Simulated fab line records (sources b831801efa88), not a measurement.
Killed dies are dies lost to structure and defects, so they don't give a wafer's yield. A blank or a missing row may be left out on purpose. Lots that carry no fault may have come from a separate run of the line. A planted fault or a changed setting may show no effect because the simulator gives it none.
Which of the tools did it?    flow gf180mcu    18 wafers from 6 lots sampled at 2 of the route's 602 steps

== WHAT EACH GAUGE READ, for each wafer ==
GF_VT_IMPLANT_TW_MEAS_21.
lot   measured      on             VT_IMPLANT_2_TW
L957  day 7 09:56   film_metro-03  1213 1210 1212
L959  day 8 00:12   film_metro-04  1202 1199 1206
L961  day 8 12:40   film_metro-01  1201 1203 1203
L965  day 9 17:01   film_metro-04  1207 1200 1201
L973  day 11 19:17  film_metro-04  1133 1124 1127
L976  day 12 15:06  film_metro-01  1200 1198 1200

== WHICH TOOL RAN EACH LOT (tool, then ch and the chambers of the sampled wafers, then the start) ==
lot   GF_VT_IMPLANT_IMPLANT_19
L957  implanter-04 ch 0, day 7 09:41
L959  implanter-04 ch 0, day 7 23:57
L961  implanter-04 ch 0, day 8 12:26
L965  implanter-03 ch 0, day 9 16:47
L973  implanter-04 ch 0, day 11 19:05
L976  implanter-01 ch 0, day 12 14:51
- GF_VT_IMPLANT_IMPLANT_19

== THE ANSWER, worked out from the rows above alone ==
Rule: usual is defined by the lots themselves. Put in order of their means at a reading, lots are off if they are a third of the lots or fewer, leave a main group of 4 or more, and stand apart from it by a gap of 3 or more times the standard deviation of the main group's means; of several such gaps the widest counts. A main group whose means are all the same, to the digits that the tables above print for the reading, isn't used. Also off: a lot with no number at a reading for which 4 or more lots have one. All remaining lots with rows at the step are treated as sound.
Off: L973, at GF_VT_IMPLANT_TW_MEAS_21 (VT_IMPLANT_2_TW). Mean 1204 and standard deviation 4.2 in the main group.
If a tool, at a process step before that reading, ran all the lots that are off and no sound lot after the first of them, it fits. The gauges at GF_VT_IMPLANT_TW_MEAS_21 are tried like those tools. Can't be told from this: 2 tools fit, implanter-04 at GF_VT_IMPLANT_IMPLANT_19, film_metro-04 at GF_VT_IMPLANT_TW_MEAS_21.

== WHAT WAS PUT IN BY THE SIMULATOR ==
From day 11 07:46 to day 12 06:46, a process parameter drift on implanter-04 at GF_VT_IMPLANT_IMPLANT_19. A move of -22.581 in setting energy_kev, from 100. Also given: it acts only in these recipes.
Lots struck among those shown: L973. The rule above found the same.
